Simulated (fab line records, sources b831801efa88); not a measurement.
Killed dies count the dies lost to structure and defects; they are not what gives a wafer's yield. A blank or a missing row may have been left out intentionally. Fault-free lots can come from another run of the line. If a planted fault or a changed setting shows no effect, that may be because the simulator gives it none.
Which tool is to blame?    flow sky130    Sampling: 11 lots, 33 wafers, 2 of 708 route steps

== WHAT THE GAUGES READ, wafer by wafer ==
SKY_LI_CONTACT_THK_MEAS_01.
lot   measured      on            LI_CONTACT_HDPCVD_THK (nm)
L141  day 28 22:01  filmMetro-01  931 928 941
L145  day 30 07:19  filmMetro-01  932 946 937
L148  day 32 02:45  filmMetro-01  932 913 922
L151  day 32 18:58  filmMetro-01  911 922 920
L154  day 33 10:01  filmMetro-01  940 927 941
L157  day 34 02:35  filmMetro-02  920 904 910
L159  day 34 11:16  filmMetro-04  923 916 923
L158  day 34 17:23  filmMetro-04  930 936 940
L160  day 35 01:03  filmMetro-04  916 942 931
L162  day 35 12:32  filmMetro-02  903 923 911
L163  day 35 20:45  filmMetro-02  912 911 923

== EACH LOT AND THE TOOL THAT RAN IT (in order: tool; ch and the chambers of the sampled wafers; start) ==
lot   SKY_RES_XHIGH_STRIP_08
L141  plasmaAsher-02 ch 0,1, day 27 14:32
L145  plasmaAsher-02 ch 0,1, day 29 00:59
L148  plasmaAsher-01 ch 0,1, day 30 23:38
L151  plasmaAsher-02 ch 0,1, day 31 15:11
L154  plasmaAsher-03 ch 0,1, day 32 05:40
L157  plasmaAsher-02 ch 0,1, day 32 23:14
L159  plasmaAsher-02 ch 0,1, day 33 07:44
L158  plasmaAsher-01 ch 0,1, day 33 13:38
L160  plasmaAsher-02 ch 0,1, day 33 22:45
L162  plasmaAsher-01 ch 0,1, day 34 09:02
L163  plasmaAsher-02 ch 1, day 34 17:05
- SKY_RES_XHIGH_STRIP_08: strips in O2/N2.

== THE ANSWER, worked out from the rows above alone ==
Rule: usual is defined by the lots themselves. The widest of any qualifying gaps counts: lots, ordered by their means at a reading, are off when they make up no more than a third of the lots, leave a main group of 4 or more, and stand apart from it by 3 or more times the standard deviation of that group's means. Not used: any main group whose means are identical at the precision the tables above print for the reading. A lot without any number at a reading at which 4 lots or more have one is off too. The other lots that the step has rows for count as sound.
Nothing can be told from this: no lot is off at any reading shown.

== WHAT WAS PUT IN BY THE SIMULATOR ==
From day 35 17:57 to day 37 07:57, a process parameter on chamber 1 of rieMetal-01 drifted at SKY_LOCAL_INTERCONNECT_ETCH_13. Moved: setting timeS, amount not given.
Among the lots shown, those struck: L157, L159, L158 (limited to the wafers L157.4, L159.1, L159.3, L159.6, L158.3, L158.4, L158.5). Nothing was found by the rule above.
